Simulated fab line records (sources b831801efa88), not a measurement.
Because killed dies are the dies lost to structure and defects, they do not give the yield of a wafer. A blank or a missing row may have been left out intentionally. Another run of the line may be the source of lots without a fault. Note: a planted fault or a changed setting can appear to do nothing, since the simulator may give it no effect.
Which tool was responsible? | flow gf180mcu | at 1 step of a route of 602, 7 lots with 21 wafers sampled

## WHAT EACH GAUGE READ, for each wafer
GF_MVPSD_OVL_MEAS_07.
lot  | measured     | on         | MVPSD_OVL (nm)
L812 | day 5 18:02  | overlay-02 | 1.8 1.4 1.8
L816 | day 6 19:40  | overlay-02 | 0.5 1.6 2.2
L819 | day 7 14:12  | overlay-02 | 1.0 0.7 0.9
L826 | day 9 07:28  | overlay-02 | 2.2 2.9 2.3
L828 | day 9 18:49  | overlay-01 | 0.2 0.7 2.0
L830 | day 10 07:43 | overlay-02 | 1.7 0.0 1.5
L832 | day 10 20:52 | overlay-02 | 4.8 3.0 2.6

## WHICH TOOL RAN EACH LOT (tool, then ch and the chambers of the sampled wafers, then the start)
There is no process step in the record ahead of these readings.

## THE ANSWER, worked out from the rows above alone
Rule: the lots themselves supply what counts as usual. The widest of any qualifying gaps counts: lots, ordered by their means at a reading, are off when they make up no more than a third of the lots, leave a main group of 4 or more, and stand apart from it by 3 or more times the standard deviation of that group's means. A main group whose means are all the same, to the digits that the tables above print for the reading, isn't used. Also off: a lot with no number at a reading for which 4 or more lots have one. All remaining lots with rows at the step are treated as sound.
No lot is off on any of the readings shown, so nothing can be concluded from this.

## WHAT HAD BEEN PUT IN BY THE SIMULATOR
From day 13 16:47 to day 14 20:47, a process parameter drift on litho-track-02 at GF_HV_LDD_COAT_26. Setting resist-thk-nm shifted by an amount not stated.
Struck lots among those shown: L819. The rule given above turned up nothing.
